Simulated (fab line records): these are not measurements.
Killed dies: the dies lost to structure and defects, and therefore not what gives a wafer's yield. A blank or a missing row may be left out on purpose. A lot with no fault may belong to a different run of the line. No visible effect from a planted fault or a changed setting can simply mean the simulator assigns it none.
2 desks, one fault | flow sky130 | what lay behind the numbers comes last; until then each desk has only its own

METROLOGY DESK
Lot by lot, what the gauges showed, no matter which tool ran the lot: averages of those sampled wafers that carry a number. A lot is out of limits, marked OUT, if its mean lies more than 4 standard deviations from the usual mean; the brackets give that distance.
Columns: A = LDD_LDN_OVL at SKY_LDD_LDN_OVL_MEAS_07, usual 0.5 nm; B = LOCAL_INTERCONNECT_TIN_RS at SKY_LOCAL_INTERCONNECT_RS_MEAS_01, usual 14.18 ohm/sq; C = LOCAL_INTERCONNECT_TIN_THK at SKY_LOCAL_INTERCONNECT_THK_MEAS_02, usual 99.2 nm; D = VIA1_BOW at SKY_VIA1_BOW_MEAS_03, usual 79 um
lot  | first seen here | A    | B                | C                | D
L567 | day 23 12:41    | 3.0  | 14.37            | 97.9             | 80
L570 | day 24 15:57    | -0.2 | 14.23            | 98.9             | 76
L572 | day 25 01:08    | 1.6  | 14.34            | 98.1             | 83
L577 | day 27 08:17    | 0.3  | 14.19            | 98.6             | 83
L581 | day 29 05:43    | 0.4  | 13.77            | 101.7            | 78
L580 | day 29 05:44    | -0.2 | 13.52 (-5.1) OUT | 104.4 (+5.2) OUT | 83
L584 | day 29 10:59    | 0.9  | 13.96            | 101.2            | 79
L585 | day 30 01:18    | 0.3  | 13.87            | 101.4            | 69
L587 | day 31 07:29    | -0.6 | 14.17            | 98.8             | 83
L588 | day 31 08:53    | 1.4  | 14.20            | 99.4             | 75
This desk's result: L580 out of limits, first on L580 (LOCAL_INTERCONNECT_TIN_RS at SKY_LOCAL_INTERCONNECT_RS_MEAS_01), day 35 06:26. L567, L570, L572, L577, L581, L584, L585, L587, L588: within limits.

FOR THE TOOL OWNER'S DESK: pvd sputter-02
At SKY_LOCAL_INTERCONNECT_SPUTTER_00 (material TiN, target thk 100 nm, time 83.3 s) the tool's own readings: per lot run on this tool, the mean of the sampled wafers that have a number. A lot is out of limits, marked OUT, if its mean lies more than 4 standard deviations from the usual mean; the brackets give that distance.
Columns: A = substrate temp c at SKY_LOCAL_INTERCONNECT_SPUTTER_00, usual 300.02 C; B = susceptor temp C at SKY_LOCAL_INTERCONNECT_SPUTTER_00, usual 299.96 C; C = throttle valve pct at SKY_LOCAL_INTERCONNECT_SPUTTER_00, usual 30.5 %
lot  | first seen here | A      | B      | C
L570 | day 30 19:43    | 300.17 | 299.85 | 30.4
L572 | day 31 05:31    | 299.85 | 299.84 | 30.3
L577 | day 33 07:55    | 300.14 | 299.80 | 30.7
L581 | day 35 04:37    | 299.93 | 299.98 | 31.0
L580 | day 35 06:20    | 299.92 | 299.93 | 30.1
This desk's finding: nothing out of limits on any of the 5 lots.

ALL TOGETHER
L580 would have let the metrology desk raise an alarm at day 35 06:26.
Nothing out of limits was seen by the tool owner's desk.
On record at the tool owner's desk: L580, within its limits.
SKY_LOCAL_INTERCONNECT_SPUTTER_00 was run on pvd sputter-02 by each of the lots named.

WHAT HAD BEEN PUT IN BY THE SIMULATOR
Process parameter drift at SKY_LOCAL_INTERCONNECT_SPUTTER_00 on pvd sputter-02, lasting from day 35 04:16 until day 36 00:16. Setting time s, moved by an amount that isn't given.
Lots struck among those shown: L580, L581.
Time in hours between the start of the fault and the first out-of-limits reading at each desk: metrology desk, 2.
